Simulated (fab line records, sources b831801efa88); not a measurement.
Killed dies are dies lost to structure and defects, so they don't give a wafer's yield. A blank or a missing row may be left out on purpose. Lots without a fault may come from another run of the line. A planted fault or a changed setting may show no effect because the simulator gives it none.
A struck lot beside a sound one | flow gf180mcu | 14 steps out of a route of 602
Sound: wafers L235.1, L235.3, L235.6. Struck: wafers L246.2, L246.3, L246.5. The cause comes at the end.
At each step with rows: each side's tool, then ch and its chambers, then its first start. Under that, the readings that differ: sound wafers | struck wafers | difference of the means | sigmas: that difference in standard deviations of wafers without a fault.
alike: readings whose means differ by less than 2 such deviations, and words and numbers that are the same on both sides. not compared: withheld readings, readings that some wafer has no value for, bounds like >300 that may hide the same value, and numbers for which the record gives no deviation and whose values overlap.
The two part at a step that has a row with sigmas, a row that says differs or no value, or rows on one side only. Numbers that don't overlap but have no deviation are shown without sigmas and don't part them. A reading that every wafer of one side lacks parts them only if that side has two wafers or more.

first, 5 steps without rows for these wafers: GF_V5_COAT_09 (resist thk 1000 nm); GF_V5_SOFTBAKE_10 (time 60 s); GF_V5_EXPOSE_11 (exposes mask Via5, target cd 260 nm); GF_V5_PEB_12 (peb time 90 s); GF_V5_DEVELOP_13 (develop time 60 s).
GF_V5_CD_MEAS_14: target cd 260 nm.
  sound on cd_sem-01, day 29 08:34; struck on cd_sem-01, day 31 19:34
  reading    | sound             | struck            | difference | sigmas
  cd_nm (nm) | 258.6 257.6 257.4 | 261.6 260.7 260.0 | +2.9       | +3
GF_V5_OVL_MEAS_15:
  sound on overlay-01, day 29 08:41; struck on overlay-02, day 31 19:40
  alike: V5_OVL
GF_V5_ETCH_16: etches BARC in N2/H2.
  sound on rie_diel-01 ch 1,2,3, day 29 08:43; struck on rie_diel-02 ch 0,2,3, day 31 19:41
  alike: drypump_motor_current_A, oes_product_au, throttle_valve_pct
GF_V5_ETCH_17: etches SiO2 in C4F8/O2/Ar, stops on TiN, target depth 855 nm.
  sound on rie_diel-01 ch 1,2,3; struck on rie_diel-02 ch 0,2,3
  alike: oes_product_au
GF_V5_STRIP_18: strips in O2/N2.
  sound on plasma_asher-02 ch 0, day 29 08:53; struck on plasma_asher-02 ch 1, day 31 19:51
  reading            | sound       | struck      | difference | sigmas
  heater_power_w (W) | 364 381 374 | 308 299 293 | -73        | -3
  alike: drypump_motor_current_A, o2_flow_sccm, oes_product_au
  not compared: rf_hours_counter_h
then, 2 steps without rows for these wafers: GF_V5_STRIP_19 (strips in post etch residue remover, time 1200 s); GF_V5_CLEAN_20 (cleans in DIW).
GF_V5_SPUTTER_21: material Ti, target thk 15 nm, time 80.02 s.
  sound on pvd_sputter-03, day 29 09:25; struck on pvd_sputter-03, day 31 20:23
  no value came back on the struck wafers for cathode_dc_power_W (W), chamber_pressure_pa (Pa), throttle_valve_pct (%); on the sound wafers cathode_dc_power_W (W) reads 2499.6 2500.8 2500.0
GF_V5_SPUTTER_22: material TiN, target thk 10 nm, time 40 s.
  sound on pvd_sputter-03, day 29 09:28; struck on pvd_sputter-03, day 31 20:26
  alike: cathode_dc_power_W, chamber_pressure_pa, throttle_valve_pct

WHERE THEY PART
First at GF_V5_CD_MEAS_14; last, within this record, at GF_V5_SPUTTER_21. Later steps at which nothing parts them and some readings are alike: GF_V5_SPUTTER_22.

WHY: what the simulator had put in
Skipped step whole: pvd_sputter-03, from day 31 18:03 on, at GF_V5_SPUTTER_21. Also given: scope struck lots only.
